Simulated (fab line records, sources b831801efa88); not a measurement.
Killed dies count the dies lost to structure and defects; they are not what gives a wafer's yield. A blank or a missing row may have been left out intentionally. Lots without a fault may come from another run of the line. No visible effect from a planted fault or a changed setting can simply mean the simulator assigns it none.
The tool behind it: which one? + flow sky130 + 33 wafers from 11 lots sampled at 4 of the route's 708 steps

== WHAT THE GAUGES READ, wafer by wafer ==
SKY_LOCAL_INTERCONNECT_OVL_MEAS_12.
| lot  | measured     | on         | LOCAL_INTERCONNECT_OVL (nm) |
|------|--------------|------------|-----------------------------|
| L731 | day 31 03:56 | overlay-01 | 7 0 0                       |
| L732 | day 31 08:45 | overlay-02 | -2 -3 0                     |
| L735 | day 32 04:31 | overlay-02 | -9 -3 -6                    |
| L737 | day 33 06:12 | overlay-02 | -1 -4 0                     |
| L739 | day 33 23:01 | overlay-01 | -3 -16 -4                   |
| L740 | day 34 07:47 | overlay-02 | -4 -4 2                     |
| L741 | day 34 09:42 | overlay-02 | 0 0 -8                      |
| L743 | day 35 00:32 | overlay-01 | 1 -4 4                      |
| L750 | day 36 22:40 | overlay-02 | 0 -10 -7                    |
| L751 | day 37 08:09 | overlay-01 | 3 3 4                       |
| L752 | day 37 14:06 | overlay-01 | -3 -1 4                     |

SKY_CONTACT_THK_MEAS_03.
| lot  | measured     | on            | CONTACT_HDPCVD_THK (nm) |
|------|--------------|---------------|-------------------------|
| L731 | day 31 04:50 | film-metro-03 | 569 562 558             |
| L732 | day 31 09:40 | film-metro-01 | 568 566 564             |
| L735 | day 32 05:29 | film-metro-02 | 565 565 572             |
| L737 | day 33 07:06 | film-metro-02 | 562 564 570             |
| L739 | day 33 23:56 | film-metro-03 | 566 559 563             |
| L740 | day 34 08:44 | film-metro-01 | 573 574 576             |
| L741 | day 34 10:36 | film-metro-02 | 497 495 497 496 496 496 |
| L743 | day 35 01:26 | film-metro-02 | 495 497 498 495 497 498 |
| L750 | day 36 23:36 | film-metro-03 | 559 569 559             |
| L751 | day 37 09:04 | film-metro-02 | 569 564 566             |
| L752 | day 37 15:01 | film-metro-02 | 564 569 562             |

== EACH LOT AND THE TOOL THAT RAN IT (in order: tool; ch and the chambers of the sampled wafers; start) ==
| lot  | SKY_LOCAL_INTERCONNECT_METAL_ETCH_14 | SKY_CONTACT_HDPCVD_02            |
|------|--------------------------------------|----------------------------------|
| L731 | rie-metal-04 ch 0,1, day 31 04:02    | hdpcvd-01 ch 0,2, day 31 04:47   |
| L732 | rie-metal-03 ch 0,1, day 31 08:51    | hdpcvd-01 ch 0,1, day 31 09:35   |
| L735 | rie-metal-02 ch 0,1, day 32 04:37    | hdpcvd-01 ch 0,2, day 32 05:23   |
| L737 | rie-metal-02 ch 0,1, day 33 06:18    | hdpcvd-01 ch 0,1,2, day 33 07:02 |
| L739 | rie-metal-04 ch 0,1, day 33 23:07    | hdpcvd-02 ch 0,1,2, day 33 23:52 |
| L740 | rie-metal-03 ch 0,1, day 34 07:53    | hdpcvd-01 ch 0,1,2, day 34 08:40 |
| L741 | rie-metal-02 ch 0,1, day 34 09:48    | hdpcvd-01 ch 0,1, day 34 10:32   |
| L743 | rie-metal-04 ch 0,1, day 35 00:38    | hdpcvd-01 ch 1,2, day 35 01:23   |
| L750 | rie-metal-02 ch 0,1, day 36 22:46    | hdpcvd-02 ch 0,1,2, day 36 23:32 |
| L751 | rie-metal-03 ch 0, day 37 08:14      | hdpcvd-01 ch 0,1,2, day 37 08:59 |
| L752 | rie-metal-04 ch 0,1, day 37 14:11    | hdpcvd-02 ch 1,2, day 37 14:56   |
- SKY_LOCAL_INTERCONNECT_METAL_ETCH_14: etches TiN in Cl2/BCl3, stops on PSG, target depth 110 nm, time 31.4 s.
- SKY_CONTACT_HDPCVD_02: deposits SiO2, target thk 565 nm, time 94.2 s.

== AS READ BY THE TOOLS THEMSELVES (means over the sampled wafers that have a number; for cases with no such wafer, the mark the record gives instead) ==
SKY_LOCAL_INTERCONNECT_METAL_ETCH_14.
| lot  | tool         | chamber-pressure-mTorr (mTorr) | drypump-motor-current-A (A) | mfc-cl2-sccm (sccm) | oes-product-au (a.u.) | throttle-valve-pct (%) |
|------|--------------|--------------------------------|-----------------------------|---------------------|-----------------------|------------------------|
| L731 | rie-metal-04 | 9.997                          | 5.2                         | 60.01               | 0.942                 | 21.893                 |
| L732 | rie-metal-03 | 10.007                         | 6.0                         | 60.15               | 0.953                 | 21.893                 |
| L735 | rie-metal-02 | 9.997                          | 5.7                         | 59.98               | 0.932                 | 21.912                 |
| L737 | rie-metal-02 | 9.999                          | 5.9                         | 59.86               | 0.927                 | 21.909                 |
| L739 | rie-metal-04 | 10.002                         | 5.2                         | 60.26               | 0.926                 | 21.903                 |
| L740 | rie-metal-03 | 10.002                         | 6.0                         | 59.87               | 0.938                 | 21.903                 |
| L741 | rie-metal-02 | 9.999                          | 5.7                         | 60.01               | 0.939                 | 21.902                 |
| L743 | rie-metal-04 | 10.000                         | 5.2                         | 60.20               | 0.930                 | 21.899                 |
| L750 | rie-metal-02 | 10.006                         | 5.9                         | 59.99               | 0.941                 | 21.908                 |
| L751 | rie-metal-03 | 10.000                         | 5.7                         | 59.84               | 0.946                 | 21.897                 |
| L752 | rie-metal-04 | 9.992                          | 5.2                         | 59.89               | 0.951                 | 21.905                 |

SKY_CONTACT_HDPCVD_02.
| lot  | tool      | run-length-s (s) | sih4-flow-sccm (sccm) | susceptor-temp-C (C) |
|------|-----------|------------------|-----------------------|----------------------|
| L731 | hdpcvd-01 | 122.0            | 59.93                 | 600.1                |
| L732 | hdpcvd-01 | 122.0            | 59.96                 | 600.1                |
| L735 | hdpcvd-01 | 121.6            | 59.93                 | 599.7                |
| L737 | hdpcvd-01 | 122.0            | 59.97                 | 600.1                |
| L739 | hdpcvd-02 | 121.7            | 60.09                 | 600.1                |
| L740 | hdpcvd-01 | 121.9            | 59.81                 | 600.0                |
| L741 | hdpcvd-01 | 110.5            | 59.88                 | -                    |
| L743 | hdpcvd-01 | 110.5            | 60.27                 | -                    |
| L750 | hdpcvd-02 | 122.1            | 59.98                 | 599.9                |
| L751 | hdpcvd-01 | 122.1            | 59.96                 | 599.9                |
| L752 | hdpcvd-02 | 122.3            | 60.23                 | 599.9                |

== THE ANSWER, worked out from the rows above alone ==
Rule: usual is defined by the lots themselves. Put in order of their means at a reading, lots are off if they are a third of the lots or fewer, leave a main group of 4 or more, and stand apart from it by a gap of 3 or more times the standard deviation of the main group's means; of several such gaps the widest counts. Not used: any main group whose means are identical at the precision the tables above print for the reading. A lot without any number at a reading at which 4 lots or more have one is off too. Where the step has rows for the other lots, those lots are counted as sound. First the gauges in route order, then the tools' own readings, where a lot's mean is used as printed above. At the first step where some lot is off, the reading lying furthest off is the one used; lots without a number count as furthest.
Off: L741, L743, at SKY_CONTACT_THK_MEAS_03 (CONTACT_HDPCVD_THK). Mean 566 nm and standard deviation 3.4 in the main group.
If a tool, at a process step before that reading, ran all the lots that are off and no sound lot after the first of them, it fits. Not tried: the gauges at SKY_CONTACT_THK_MEAS_03; whatever is off there is also off at SKY_CONTACT_HDPCVD_02, on other tools, and gauge error can't account for it. Not one of the candidates tried fits.

== WHAT THE SIMULATOR HAD INSERTED ==
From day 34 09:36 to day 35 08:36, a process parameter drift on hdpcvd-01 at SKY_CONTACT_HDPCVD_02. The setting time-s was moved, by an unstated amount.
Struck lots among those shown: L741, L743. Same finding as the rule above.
